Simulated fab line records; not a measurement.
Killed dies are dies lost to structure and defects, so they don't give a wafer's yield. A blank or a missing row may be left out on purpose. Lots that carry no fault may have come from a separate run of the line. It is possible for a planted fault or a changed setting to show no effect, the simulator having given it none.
fab line records -- flow sky130
[record] lots = 5, wafers = 15, last_day = 50
route steps=708 shown VIA1@473 METAL2@483 PAD_OPEN@708
lots with no fault: from the same line, run without faults
start_h: hours from the record's opening day to when the first of the lot's shown wafers began -- wait_h: time in hours since the lot's previous step -- " unchanged from the row above -- L1.1+2: several wafers, shown together as one row -- - value missing, or start not given -- * or withheld: withheld -- < > ~ a bound
route shown NAME@n: NAME is a module with steps in the file, n the number in the route of the first one -- usual: the fault-free wafers' mean and standard deviation -- same: alike in all rows -- chamber/n: place in a boat -- sites: each site's reading -- _std_site: how widely they spread, as a standard deviation -- _edge_site: the outer-site mean with the inner-site mean subtracted -- radius_mm: for every site, how far away it sits from the centre of the wafer -- mask NAME#n: copy n -- behind: the most recent tool/chamber to have shaped the wafer -- hold: the reason the lot was held/the length of the hold in hours/how it ended -- device: whichever transistor did not switch (one of n, p or np) -- end of line: at the end of the route, the tests of the same wafers -- a step without rows: its recipe alone -- killed: the dies lost at the first sort to structure and to defects; this is not the yield of the wafer -- map: a wafer's dies, marking killed ones x, the rest . and places with no die _
set.NAME: setting as actually run; set.NAME@STEP: the setting as run at that earlier step -- model.NAME: the simulator's own value behind a step, which no gauge read
lots at selected steps of the route; one table per step, one row per wafer
services: from which hour (start_h, from the record's first day; less than 0 if before it) a tool's chamber was out of use, for how many hours, and why
[[steps]]
[step SKY_VIA1_ETCH_15]
[recipe] target = SiO2, chemistry = C4F8/O2/Ar, target_depth_nm = 351, stop_on = TiN, mask_material = KrF-thick, source_w = 1500, bias_w = 1200, pressure_mtorr = 40, c4f8_flow_sccm = withheld, O2_flow_sccm = 6, Ar_flow_sccm = 300, time_s = 54
[usual] oes_product_au = 0.981/0.0052
[same] time_s = 54
lot.wafer,tool,chamber,start_h,wait_h,oes_product_au,rf_hours_counter_h
L804.2,rie_diel-02,1,788.62,0.0,0.978,11
L804.4,rie_diel-02,0,788.62,0.0,0.979,-
L804.6,rie_diel-02,1,788.62,0.0,0.983,-
L812.1,rie_diel-04,2,882.15,0.0,0.988,18
L812.2,rie_diel-04,1,882.15,0.0,0.985,10
L812.3,rie_diel-04,3,882.15,0.0,0.975,16
L817.1,rie_diel-01,3,905.57,0.0,0.987,14
L817.2,rie_diel-01,0,905.57,0.0,0.986,13
L817.3,rie_diel-01,1,905.57,0.0,0.989,19
L819.1,rie_diel-01,2,914.22,0.0,0.983,19
L819.3,rie_diel-01,1,914.22,0.0,0.984,19
L819.4,rie_diel-01,3,914.22,0.0,0.976,14
L825.2,rie_diel-01,1,952.82,0.0,0.985,20
L825.4,rie_diel-01,0,952.82,0.0,0.987,-
L825.6,rie_diel-01,3,952.82,0.0,0.975,-
[step SKY_VIA1_STRIP_16]
[recipe] chemistry = O2/N2, power_w = 1400, pressure_mtorr = 1500, platen_temp_c = withheld, o2_flow_sccm = 3000, n2_flow_sccm = 300, overash_fraction = 0.5
[step SKY_VIA1_STRIP_17]
[recipe] chemistry = post_etch_residue_remover, time_s = 1200, temp_c = 72.5
[step SKY_VIA1_CLEAN_18]
[recipe] chemistry = IPA, time_s = 180, temp_c = 25
[step SKY_VIA1_CLEAN_19]
[recipe] chemistry = O3/DIW, dry = n2_spin
[step SKY_VIA1_SPUTTER_20]
[recipe] material = TiN, target_thk_nm = 20, chamber_pressure_pa = 5, power_w = 4000, time_s = 80
[usual] chamber_pressure_pa = 5.001/0.0098, throttle_valve_pct = 29.5/0.78
[same] time_s = 80
lot.wafer,tool,chamber,start_h,wait_h,chamber_pressure_pa,throttle_valve_pct
L804.2,pvd_sputter-04,-,789.29,0.0,4.979,28.5
L804.4,pvd_sputter-04,-,789.29,0.0,5.009,28.3
L804.6,pvd_sputter-04,-,789.29,0.0,5.012,29.8
L812.1,pvd_sputter-02,-,882.82,0.0,5.004,28.2
L812.2,pvd_sputter-02,-,882.82,0.0,5.004,29.1
L812.3,pvd_sputter-02,-,882.82,0.0,5.011,29.5
L817.1,pvd_sputter-03,-,906.21,0.0,4.992,30.2
L817.2,pvd_sputter-03,-,906.21,0.0,4.997,28.7
L817.3,pvd_sputter-03,-,906.21,0.0,5.004,29.3
L819.1,pvd_sputter-02,-,914.86,0.0,5.002,29.7
L819.3,pvd_sputter-02,-,914.86,0.0,5.003,29.8
L819.4,pvd_sputter-02,-,914.86,0.0,5.012,28.3
L825.2,pvd_sputter-03,-,953.49,0.0,4.997,29.8
L825.4,pvd_sputter-03,-,953.49,0.0,5.021,29.7
L825.6,pvd_sputter-03,-,953.49,0.0,5.013,30.4
[step SKY_VIA1_CVD_21]
[recipe] material = W, target_thk_nm = 270, time_s = 80.902, temp_c = 400, pressure_torr = 40
[usual] heater_power_w = 850/51
[same] time_s = 80.902
lot.wafer,tool,chamber,start_h,wait_h,heater_power_w,since_wet_clean_h
L804.2,cvd_w-01,0,789.38,0.1,782,-
L804.4,cvd_w-01,0,789.38,0.1,783,-
L804.6,cvd_w-01,0,789.38,0.1,758,-
L812.1,cvd_w-01,0,882.89,0.0,770,979
L812.2,cvd_w-01,1,882.89,0.0,932,979
L812.3,cvd_w-01,1,882.89,0.0,933,-
L817.1,cvd_w-02,1,906.28,0.0,854,502
L817.2,cvd_w-02,0,906.28,0.0,876,502
L817.3,cvd_w-02,1,906.28,0.0,862,-
L819.1,cvd_w-02,0,914.92,0.0,908,511
L819.3,cvd_w-02,1,914.92,0.0,836,-
L819.4,cvd_w-02,0,914.92,0.0,896,-
L825.2,cvd_w-01,1,953.55,0.0,876,35
L825.4,cvd_w-01,1,953.55,0.0,862,-
L825.6,cvd_w-01,0,953.55,0.0,756,-
[step SKY_VIA1_RS_MEAS_22]
[recipe] thk_meas_gauge = four-point-probe, reads = W_of_VIA1_CVD_21+TiN_of_VIA1_SPUTTER_20
[usual] VIA1_W_RS = 0.425/0.0045
lot.wafer,tool,chamber,start_h,wait_h,VIA1_W_RS[ohm/sq]
L804.2,film_metro-02,-,789.56,0.1,0.424
L804.4,film_metro-02,-,789.56,0.1,0.428
L804.6,film_metro-02,-,789.56,0.1,0.426
L812.1,film_metro-03,-,882.98,0.1,0.428
L812.2,film_metro-03,-,882.98,0.1,0.426
L812.3,film_metro-03,-,882.98,0.1,0.420
L817.1,film_metro-03,-,906.37,0.1,0.422
L817.2,film_metro-03,-,906.37,0.1,0.424
L817.3,film_metro-03,-,906.37,0.1,0.420
L819.1,film_metro-04,-,915.05,0.1,0.429
L819.3,film_metro-04,-,915.05,0.1,0.424
L819.4,film_metro-04,-,915.05,0.1,0.432
L825.2,film_metro-03,-,953.66,0.1,0.429
L825.4,film_metro-03,-,953.66,0.1,0.423
L825.6,film_metro-03,-,953.66,0.1,0.422
[step SKY_VIA1_THK_MEAS_23]
[recipe] thk_meas_gauge = xrf, reads = W_of_VIA1_CVD_21
[usual] VIA1_W_THK = 278/3.2
lot.wafer,tool,chamber,start_h,wait_h,VIA1_W_THK[nm]
L804.2,film_metro-02,-,789.67,0.1,281
L804.4,film_metro-02,-,789.67,0.1,278
L804.6,film_metro-02,-,789.67,0.1,280
L812.1,film_metro-03,-,883.10,0.1,272
L812.2,film_metro-03,-,883.10,0.1,275
L812.3,film_metro-03,-,883.10,0.1,278
L817.1,film_metro-03,-,906.49,0.1,280
L817.2,film_metro-03,-,906.49,0.1,278
L817.3,film_metro-03,-,906.49,0.1,280
L819.1,film_metro-04,-,915.17,0.1,272
L819.3,film_metro-04,-,915.17,0.1,275
L819.4,film_metro-04,-,915.17,0.1,269
L825.2,film_metro-03,-,953.77,0.1,269
L825.4,film_metro-03,-,953.77,0.1,274
L825.6,film_metro-03,-,953.77,0.1,275
[step SKY_VIA1_CMP_24]
[recipe] stop_on = SiO2, t_overpolish_s = 15, down_force_psi = 3.5, platen_rpm = 60, target_thk_nm = 0, pad_velocity_m_s = 0.94248
[step SKY_METAL2_SPUTTER_00]
[recipe] material = Ti, target_thk_nm = 15, power_w = 3000, time_s = 10, chamber_pressure_pa = 0.4
[step SKY_METAL2_SPUTTER_01]
[recipe] material = TiN, target_thk_nm = 20, power_w = 6500, time_s = 16.7, chamber_pressure_pa = 0.4
[step SKY_METAL2_SPUTTER_02]
[recipe] material = AlCu, target_thk_nm = 250, power_w = 10600, time_s = 13.3, chamber_pressure_pa = 0.4
[usual] chamber_pressure_pa = 0.4000/0.0012, throttle_valve_pct = 29.6/0.79
[same] time_s = 13.3
lot.wafer,tool,chamber,start_h,wait_h,chamber_pressure_pa,throttle_valve_pct,model.AlCu_of_METAL2_SPUTTER_02.thk_nm
L804.2,pvd_sputter-03,-,790.06,0.0,0.3986,29.0,246.9
L804.4,pvd_sputter-03,-,790.06,0.0,0.4014,30.0,248.1
L804.6,pvd_sputter-03,-,790.06,0.0,0.4010,29.8,248.9
L812.1,pvd_sputter-04,-,883.51,0.0,0.3998,28.4,251.3
L812.2,pvd_sputter-04,-,883.51,0.0,0.4005,30.1,248.9
L812.3,pvd_sputter-04,-,883.51,0.0,0.3993,31.4,248.8
L817.1,pvd_sputter-03,-,906.90,0.0,0.3301,31.3,253.1
L817.2,pvd_sputter-03,-,906.90,0.0,0.4000,30.3,250
L817.3,pvd_sputter-03,-,906.90,0.0,0.4007,29.5,252.3
L819.1,pvd_sputter-01,-,915.88,0.0,0.3992,29.0,250.2
L819.3,pvd_sputter-01,-,915.88,0.0,0.3974,31.0,248.2
L819.4,pvd_sputter-01,-,915.88,0.0,0.3998,29.2,252
L825.2,pvd_sputter-01,-,955.28,0.0,0.3993,30.9,249.3
L825.4,pvd_sputter-01,-,955.28,0.0,0.3998,29.0,250.8
L825.6,pvd_sputter-01,-,955.28,0.0,0.4009,30.8,250.9
[step SKY_METAL2_SPUTTER_03]
[recipe] material = Ti, target_thk_nm = 5, power_w = 3000, time_s = 3.3, chamber_pressure_pa = 0.4
[usual] chamber_pressure_pa = 0.4001/0.0008, throttle_valve_pct = 29.6/0.77
[same] time_s = 3.3
lot.wafer,tool,chamber,start_h,wait_h,chamber_pressure_pa,throttle_valve_pct
L804.2,pvd_sputter-03,-,790.09,0.0,0.3978,29.0
L804.4,pvd_sputter-03,-,790.09,0.0,0.3998,29.6
L804.6,pvd_sputter-03,-,790.09,0.0,0.4011,29.8
L812.1,pvd_sputter-04,-,883.53,0.0,0.4003,28.6
L812.2,pvd_sputter-04,-,883.53,0.0,0.3993,29.9
L812.3,pvd_sputter-04,-,883.53,0.0,0.4001,31.3
L817.1,pvd_sputter-03,-,906.92,0.0,0.3994,29.0
L817.2,pvd_sputter-03,-,906.92,0.0,0.4006,30.6
L817.3,pvd_sputter-03,-,906.92,0.0,0.4004,29.7
L819.1,pvd_sputter-01,-,915.90,0.0,0.3994,29.0
L819.3,pvd_sputter-01,-,915.90,0.0,0.4008,30.9
L819.4,pvd_sputter-01,-,915.90,0.0,0.3994,29.3
L825.2,pvd_sputter-01,-,955.31,0.0,0.4000,30.7
L825.4,pvd_sputter-01,-,955.31,0.0,0.3998,29.1
L825.6,pvd_sputter-01,-,955.31,0.0,0.4006,30.6
[step SKY_METAL2_SPUTTER_04]
[recipe] material = TiN, target_thk_nm = 70, power_w = 6500, time_s = 58.3, chamber_pressure_pa = 0.4
[step SKY_METAL2_RS_MEAS_05]
[recipe] thk_meas_gauge = four-point-probe, reads = TiN_of_METAL2_SPUTTER_04+Ti_of_METAL2_SPUTTER_03+AlCu_of_METAL2_SPUTTER_02+TiN_of_METAL2_SPUTTER_01+Ti_of_METAL2_SPUTTER_00
[usual] METAL2_ALCU_RS = 0.1263/0.0015
lot.wafer,tool,chamber,start_h,wait_h,METAL2_ALCU_RS[ohm/sq]
L804.2,film_metro-04,-,790.17,0.0,0.1281
L804.4,film_metro-04,-,790.17,0.0,0.1278
L804.6,film_metro-04,-,790.17,0.0,0.1272
L812.1,film_metro-04,-,883.60,0.0,0.1259
L812.2,film_metro-04,-,883.60,0.0,0.1271
L812.3,film_metro-04,-,883.60,0.0,0.1274
L817.1,film_metro-01,-,906.99,0.0,0.1242
L817.2,film_metro-01,-,906.99,0.0,0.1271
L817.3,film_metro-01,-,906.99,0.0,0.1260
L819.1,film_metro-01,-,915.97,0.0,0.1269
L819.3,film_metro-01,-,915.97,0.0,0.1280
L819.4,film_metro-01,-,915.97,0.0,0.1259
L825.2,film_metro-01,-,955.39,0.0,0.1273
L825.4,film_metro-01,-,955.39,0.0,0.1266
L825.6,film_metro-01,-,955.39,0.0,0.1264
[step SKY_METAL2_THK_MEAS_06]
[recipe] thk_meas_gauge = xrf, reads = AlCu_of_METAL2_SPUTTER_02
[usual] METAL2_ALCU_THK = 249.1/3
lot.wafer,tool,chamber,start_h,wait_h,METAL2_ALCU_THK[nm]
L804.2,film_metro-04,-,790.28,0.1,245.5
L804.4,film_metro-04,-,790.28,0.1,244.5
L804.6,film_metro-04,-,790.28,0.1,246.5
L812.1,film_metro-04,-,883.72,0.1,248.0
L812.2,film_metro-04,-,883.72,0.1,246.7
L812.3,film_metro-04,-,883.72,0.1,246.1
L817.1,film_metro-01,-,907.11,0.1,250.8
L817.2,film_metro-01,-,907.11,0.1,246.9
L817.3,film_metro-01,-,907.11,0.1,251.8
L819.1,film_metro-01,-,916.09,0.1,250.4
L819.3,film_metro-01,-,916.09,0.1,247.3
L819.4,film_metro-01,-,916.09,0.1,251.6
L825.2,film_metro-01,-,955.50,0.1,247.0
L825.4,film_metro-01,-,955.50,0.1,247.2
L825.6,film_metro-01,-,955.50,0.1,246.6
[step SKY_METAL2_DEHYDRATE_07]
[recipe] temp_c = 200, time_s = 60
[step SKY_METAL2_HMDS_08]
[recipe] prime_time_s = 60, prime_temp_c = 120
[step SKY_METAL2_COAT_09]
[recipe] resist = BARC, temp_c = withheld, time_s = withheld, spin_rpm = 3000, resist_thk_nm = 60
[step SKY_METAL2_COAT_10]
[recipe] resist = KrF-thick, spin_rpm = 3000, resist_thk_nm = 450
[step SKY_METAL2_SOFTBAKE_11]
[recipe] temp_c = 100, time_s = 90, resist = KrF-thick
[step SKY_METAL2_EXPOSE_12]
[recipe] mask_id = MM2, na = 0.8, source_shape = annular, sigma_inner = 0.55, sigma_outer = 0.85, target_cd_nm = 140, dose_mj = 28
[step SKY_METAL2_PEB_13]
[recipe] peb_temp_c = withheld, peb_time_s = withheld, resist = KrF-thick
[step SKY_METAL2_DEVELOP_14]
[recipe] develop_time_s = 60, resist = KrF-thick, dev_temp_c = 21
[step SKY_METAL2_CD_MEAS_15]
[recipe] target_cd_nm = 140
[usual] cd_nm = 139.6/1.2
lot.wafer,tool,chamber,start_h,wait_h,cd_nm
L804.2,cd_sem-01,-,816.03,-,140.7
L804.4,cd_sem-01,-,816.03,-,143.0
L804.6,cd_sem-01,-,816.03,-,141.8
L812.1,cd_sem-01,-,908.62,-,136.1
L812.2,cd_sem-01,-,908.62,-,137.7
L812.3,cd_sem-01,-,908.62,-,137.9
L817.1,cd_sem-02,-,931.65,-,139.0
L817.2,cd_sem-02,-,931.65,-,137.9
L817.3,cd_sem-02,-,931.65,-,137.8
L819.1,cd_sem-01,-,940.75,-,140.9
L819.3,cd_sem-01,-,940.75,-,138.7
L819.4,cd_sem-01,-,940.75,-,139.5
L825.2,cd_sem-02,-,978.23,-,140.7
L825.4,cd_sem-02,-,978.23,-,141.2
L825.6,cd_sem-02,-,978.23,-,141.8
[step SKY_METAL2_OVL_MEAS_16]
[usual] METAL2_OVL = -1/5.5
lot.wafer,tool,chamber,start_h,wait_h,METAL2_OVL[nm]
L804.2,overlay-02,-,816.13,0.1,-4
L804.4,overlay-02,-,816.13,0.1,-5
L804.6,overlay-02,-,816.13,0.1,-8
L812.1,overlay-01,-,908.74,0.1,-3
L812.2,overlay-01,-,908.74,0.1,1
L812.3,overlay-01,-,908.74,0.1,1
L817.1,overlay-02,-,931.77,0.1,2
L817.2,overlay-02,-,931.77,0.1,7
L817.3,overlay-02,-,931.77,0.1,2
L819.1,overlay-02,-,940.87,0.1,-2
L819.3,overlay-02,-,940.87,0.1,-7
L819.4,overlay-02,-,940.87,0.1,0
L825.2,overlay-01,-,978.33,0.1,0
L825.4,overlay-01,-,978.33,0.1,5
L825.6,overlay-01,-,978.33,0.1,6
[step SKY_METAL2_DESCUM_17]
[recipe] chemistry = O2, source_power_w = 150, bias_power_w = 0, pressure_mtorr = 10, temp_c = 40, time_s = 8
[step SKY_METAL2_ETCH_18]
[recipe] chemistry = N2/H2, target = BARC, ion_energy_ev = 200, bias_w = 100, pressure_mtorr = 30, n2_flow_sccm = 100, h2_flow_sccm = 200, icp_w = 500, stop_on = SiO2, time_s = 45.9, target_depth_a = 600
[step SKY_METAL2_METAL_ETCH_19]
[recipe] target_depth_a = 3600, stop_on = SiO2, over_etch_frac = 0.3, time_s = 78, chemistry = Cl2/BCl3, resist_sidewall_deg = 88, pressure_mtorr = 10, icp_w = 900, bias_w = 48.5, Cl2_flow_sccm = 60, bcl3_flow_sccm = 30
[usual] drypump_motor_current_A = 5.6/0.53, oes_product_au = 0.856/0.0067, throttle_valve_pct = 22.263/0.0085
[same] time_s = 78
lot.wafer,tool,chamber,start_h,wait_h,drypump_motor_current_A,oes_product_au,rf_hours_counter_h,throttle_valve_pct,model.METAL2.feature_depth_nm,model.etch.depth_nm
L804.2,rie_metal-01,1,816.38,0.1,5.5,0.856,-,22.258,357.9,357.9
L804.4,rie_metal-01,1,816.38,0.1,5.5,0.853,-,22.260,359.3,359.3
L804.6,rie_metal-01,1,816.38,0.1,5.5,0.861,-,22.263,360.1,360.1
L812.1,rie_metal-04,1,908.87,0.0,6.1,0.860,12,22.279,361,361
L812.2,rie_metal-04,0,908.87,0.0,5.8,0.856,11,22.245,358.9,358.9
L812.3,rie_metal-04,0,908.87,0.0,5.8,0.842,-,22.271,358.1,358.1
L817.1,rie_metal-02,0,931.90,0.0,4.7,0.860,10,22.263,362.6,362.6
L817.2,rie_metal-02,1,931.90,0.0,5.5,0.860,7,22.261,360.4,360.4
L817.3,rie_metal-02,0,931.90,0.0,4.7,0.851,-,22.263,361.4,361.4
L819.1,rie_metal-02,1,941.09,0.1,5.5,0.852,7,22.243,359.5,359.5
L819.3,rie_metal-02,1,941.09,0.1,5.5,0.847,-,22.264,356.8,356.8
L819.4,rie_metal-02,1,941.09,0.1,5.5,0.851,-,22.254,360.9,360.9
L825.2,rie_metal-04,1,978.46,0.0,6.1,0.843,16,22.260,358.6,358.6
L825.4,rie_metal-04,0,978.46,0.0,5.8,0.853,-,22.269,361.1,361.1
L825.6,rie_metal-04,1,978.46,0.0,6.1,0.862,-,22.264,360.6,360.6
[step SKY_METAL2_STRIP_20]
[recipe] chemistry = O2/N2, power_w = 1400, pressure_mtorr = 1500, platen_temp_c = withheld, o2_flow_sccm = 3000, n2_flow_sccm = 300, overash_fraction = 0.5
[usual] drypump_motor_current_A = 5.7/0.45, oes_product_au = 0.342/0.0057, strip_time_to_endpoint_s = 2.69/0.042
lot.wafer,tool,chamber,start_h,wait_h,drypump_motor_current_A,oes_product_au,rf_hours_counter_h,strip_time_to_endpoint_s
L804.2,plasma_asher-02,0,816.53,0.1,5.7,0.342,40,2.71
L804.4,plasma_asher-02,0,816.53,0.1,5.7,0.338,-,2.73
L804.6,plasma_asher-02,0,816.53,0.1,5.7,0.335,-,2.71
L812.1,plasma_asher-03,0,908.96,0.1,6.2,0.338,100,2.60
L812.2,plasma_asher-03,1,908.96,0.1,5.9,0.340,100,2.65
L812.3,plasma_asher-03,0,908.96,0.1,6.2,0.339,-,2.66
L817.1,plasma_asher-04,0,931.99,0.1,5.9,0.345,19,2.75
L817.2,plasma_asher-04,1,931.99,0.1,5.8,0.348,19,2.69
L817.3,plasma_asher-04,0,931.99,0.1,5.8,0.346,-,2.75
L819.1,plasma_asher-04,0,941.27,0.1,5.8,0.336,19,2.64
L819.3,plasma_asher-04,0,941.27,0.1,5.9,0.339,-,2.64
L819.4,plasma_asher-04,1,941.27,0.1,5.8,0.338,-,2.69
L825.2,plasma_asher-03,1,978.55,0.1,5.9,0.346,108,2.65
L825.4,plasma_asher-03,1,978.55,0.1,5.8,0.331,-,2.66
L825.6,plasma_asher-03,0,978.55,0.1,6.2,0.345,-,2.62
[step SKY_PAD_OPEN_PROBE_99]
[usual] defect_limited_yield = 82.4/1.8, killed_at_M0_to_M3 = 43/7.8, killed_at_M4_up = 3.2/1.7, killed_at_contacts = 24/5.2, killed_at_front_end = 15/4.5, killed_at_other = 0.4/0.65, killed_dies = 87/9.1, killed_open = 47/7.3, killed_short = 40/6.5, sort_bin_3_pad_short = 0.9/0.46, sort_bin_5_function = 10.4/1.5, sort_bin_6_memory = 6.3/1, sort_n_pass = 405/9.1, sort_yield_pct = 82.4/1.8
[same] gross_dies = 492, killed_at_back_side = 0, sort_bin_4_leakage[%] = 0, sort_bin_8_speed[%] = 0
lot.wafer,tool,chamber,start_h,wait_h,defect_limited_yield[%],killed_at_M0_to_M3,killed_at_M4_up,killed_at_contacts,killed_at_front_end,killed_at_other,killed_dies,killed_open,killed_short,sort_bin_3_pad_short[%],sort_bin_5_function[%],sort_bin_6_memory[%],sort_n_pass,sort_yield_pct[%],model.etest.met2.rs_ohm_sq
L804.2,prober-02,-,1070.28,0.1,79.9,62,4,19,13,1,99,56,43,0.8,13.2,6.1,393,79.9,0.1302
L804.4,prober-02,-,1070.38,0.2,83.1,44,0,20,19,0,83,51,32,0.4,10.2,6.3,409,83.1,0.1294
L804.6,prober-02,-,1070.48,0.2,78.3,45,5,34,23,0,107,54,53,1.4,13.6,6.7,385,78.3,0.1293
L812.1,prober-02,-,1142.17,0.1,81.3,40,4,29,18,1,92,49,42,0.4,11.2,7.1,400,81.3,0.1272
L812.2,prober-02,-,1142.22,0.1,81.5,49,3,21,18,0,91,52,39,0.6,12.4,5.5,401,81.5,0.1289
L812.3,prober-02,-,1142.27,0.2,79.5,53,4,24,18,2,101,60,40,0.8,13.8,5.9,391,79.5,0.1293
L817.1,prober-01,-,1162.29,0.1,83.5,48,2,15,15,1,81,40,41,1.0,10.6,4.9,411,83.5,0.1267
L817.2,prober-01,-,1162.34,0.1,80.9,55,3,23,13,0,94,57,37,1.4,11.8,5.9,398,80.9,0.1274
L817.3,prober-01,-,1162.39,0.2,81.3,52,4,24,12,0,92,59,33,0.8,11.0,6.9,400,81.3,0.1247
L819.1,prober-01,-,1169.18,0.1,81.9,44,3,27,15,0,89,53,36,0.4,10.6,7.1,403,81.9,0.1265
L819.3,prober-01,-,1169.28,0.2,81.7,43,5,23,19,0,90,45,45,1.0,11.6,5.7,402,81.7,0.1293
L819.4,prober-01,-,1169.33,0.2,80.7,54,1,22,18,0,95,45,50,1.2,11.0,7.1,397,80.7,0.1284
L825.2,prober-01,-,1194.21,0.1,81.9,51,1,21,16,0,89,58,31,0.8,10.8,6.5,403,81.9,0.1297
L825.4,prober-01,-,1194.31,0.2,80.5,54,3,22,17,0,96,57,39,1.0,12.2,6.3,396,80.5,0.129
L825.6,prober-01,-,1194.41,0.2,79.3,53,5,30,14,0,102,49,53,1.4,11.4,7.9,390,79.3,0.1288
// killed by level:class
L804.2 VIA2:geometric_particle:open=11 VIA3:geometric_particle:open=11 VIA1:geometric_particle:open=9 METAL1:geometric_particle:short=9 VIA1:geometric_particle:short=6 FIELD_ISO:geometric_particle:open=5 LI_CONTACT:geometric_particle:open=5 LOCAL_INTERCONNECT:geometric_particle:short=5
L804.4 VIA3:geometric_particle:open=11 CONTACT:geometric_particle:open=9 POLY_GATE:geometric_particle:open=8 VIA1:geometric_particle:open=8 VIA1:geometric_particle:short=5 VIA2:geometric_particle:short=4 METAL2:geometric_particle:short=4 VIA2:geometric_particle:open=4
L804.6 VIA1:geometric_particle:open=13 LI_CONTACT:geometric_particle:open=10 CONTACT:geometric_particle:open=10 CONTACT:geometric_particle:short=8 POLY_GATE:geometric_particle:short=8 FIELD_ISO:geometric_particle:short=7 VIA1:geometric_particle:short=7 VIA3:geometric_particle:open=6
L812.1 CONTACT:geometric_particle:open=13 CONTACT:geometric_particle:short=7 VIA1:geometric_particle:open=7 POLY_GATE:geometric_particle:open=5 METAL2:geometric_particle:short=5 VIA2:geometric_particle:short=5 POLY_GATE:geometric_particle:short=4 LI_CONTACT:geometric_particle:open=4
L812.2 VIA1:geometric_particle:open=10 VIA2:geometric_particle:open=10 FIELD_ISO:geometric_particle:open=7 VIA3:geometric_particle:open=6 CONTACT:geometric_particle:short=6 METAL1:geometric_particle:short=6 LI_CONTACT:geometric_particle:open=5 CONTACT:geometric_particle:open=5
L812.3 VIA1:geometric_particle:open=18 VIA2:geometric_particle:open=11 CONTACT:geometric_particle:open=9 LI_CONTACT:geometric_particle:short=6 CONTACT:geometric_particle:short=6 VIA3:geometric_particle:open=6 POLY_GATE:geometric_particle:short=5 VIA1:geometric_particle:short=4
L817.1 VIA1:geometric_particle:open=11 METAL1:geometric_particle:short=10 VIA2:geometric_particle:short=6 VIA3:geometric_particle:open=6 METAL2:geometric_particle:short=6 CONTACT:geometric_particle:open=5 FIELD_ISO:geometric_particle:short=4 POLY_GATE:geometric_particle:open=4
L817.2 VIA3:geometric_particle:open=12 VIA2:geometric_particle:open=11 VIA1:geometric_particle:open=9 CONTACT:geometric_particle:open=8 LI_CONTACT:geometric_particle:open=7 VIA1:geometric_particle:short=7 LOCAL_INTERCONNECT:geometric_particle:short=6 METAL2:geometric_particle:short=4
L817.3 CONTACT:geometric_particle:open=11 VIA1:geometric_particle:open=11 VIA2:geometric_particle:open=11 METAL2:geometric_particle:short=6 VIA3:geometric_particle:open=6 VIA1:geometric_particle:short=5 LI_CONTACT:geometric_particle:open=5 METAL1:geometric_particle:short=4
L819.1 VIA1:geometric_particle:open=13 VIA2:geometric_particle:open=11 CONTACT:geometric_particle:open=9 FIELD_ISO:geometric_particle:short=6 LI_CONTACT:geometric_particle:open=6 VIA1:geometric_particle:short=6 CONTACT:geometric_particle:short=5 VIA3:geometric_particle:open=4
L819.3 VIA1:geometric_particle:open=14 CONTACT:geometric_particle:open=8 METAL2:geometric_particle:short=8 CONTACT:geometric_particle:short=6 LI_CONTACT:geometric_particle:open=5 VIA3:geometric_particle:open=5 VIA1:geometric_particle:short=5 VIA3:geometric_particle:short=5
L819.4 CONTACT:geometric_particle:open=11 METAL2:geometric_particle:short=11 VIA1:geometric_particle:short=9 VIA3:geometric_particle:open=8 FIELD_ISO:geometric_particle:open=6 METAL1:geometric_particle:short=6 VIA1:geometric_particle:open=6 VIA2:geometric_particle:open=5
L825.2 METAL1:geometric_particle:short=10 VIA1:geometric_particle:open=9 VIA3:geometric_particle:open=9 VIA2:geometric_particle:open=8 CONTACT:geometric_particle:open=8 POLY_GATE:geometric_particle:open=5 LI_CONTACT:geometric_particle:open=5 LOCAL_INTERCONNECT:geometric_particle:short=4
L825.4 VIA1:geometric_particle:open=12 VIA3:geometric_particle:open=9 LOCAL_INTERCONNECT:geometric_particle:short=8 VIA2:geometric_particle:open=8 METAL1:geometric_particle:short=7 LI_CONTACT:geometric_particle:open=6 METAL1:geometric_particle:open=5 VIA1:geometric_particle:short=5
L825.6 CONTACT:geometric_particle:open=11 VIA1:geometric_particle:open=10 CONTACT:geometric_particle:short=9 VIA3:geometric_particle:short=8 METAL1:geometric_particle:short=7 VIA3:geometric_particle:open=7 FIELD_ISO:geometric_particle:short=5 METAL2:geometric_particle:short=5
[[services]]
tool,chamber,start_h,hours,kind
cvd_w-01,0,769.08,3.1,repair
plasma_asher-04,-,771.67,2.8,pm
rie_metal-04,-,773.97,2.8,pm
cvd_w-01,1,788.79,10.5,repair
pvd_sputter-04,-,789.37,1.3,repair
rie_metal-04,-,791.40,1.5,repair
rie_diel-01,2,791.93,15.2,repair
cvd_w-02,-,800.95,1.3,repair
pvd_sputter-02,-,815.49,1.7,repair
rie_diel-01,3,818.91,7.6,repair
pvd_sputter-03,-,841.88,4.9,repair
rie_metal-02,-,848.78,4.3,pm
pvd_sputter-01,-,867.85,1.5,repair
rie_metal-02,0,875.06,5.7,repair
pvd_sputter-01,-,883.75,1.2,repair
cvd_w-01,-,898.18,6.0,pm
cvd_w-01,-,904.18,14.0,pm
pvd_sputter-04,-,907.88,53.0,repair
pvd_sputter-02,-,920.56,5.9,repair
rie_metal-02,0,934.01,14.7,repair
cvd_w-01,-,937.25,0.7,repair
rie_diel-01,2,947.22,28.2,repair
rie_diel-01,-,960.00,0.8,repair
pvd_sputter-04,-,976.82,2.6,repair
[[key]]
[first_sign] step = SKY_METAL2_SPUTTER_02, reading = chamber_pressure_pa, direction = down, sigmas = 59, usual = 0.4000, struck = 0.3301
effect none on later readings
[model_effect] step = SKY_METAL2_SPUTTER_02, value = AlCu_of_METAL2_SPUTTER_02.thk_nm, without = 244.8, struck = 253.1
[model_effect] step = SKY_METAL2_METAL_ETCH_19, value = METAL2.feature_depth_nm, without = 354.4, struck = 362.6
[model_effect] step = SKY_PAD_OPEN_PROBE_99, value = etest.met2.rs_ohm_sq, without = 0.1311, struck = 0.1267
met_at SKY_METAL2_SPUTTER_02
struck_wafers L817.1
onset_between 790.06 906.90
[fault] kind = process_parameter_drift, tool = pvd_sputter-03, chamber = -, onset_h = 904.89, steps = SKY_METAL2_SPUTTER_02, channel = chamber_pressure_pa, offset = -0.061572, shape = step, end_h = 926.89, acts_in = these_recipes_only, stated = 0.4, scope = struck_wafers_only
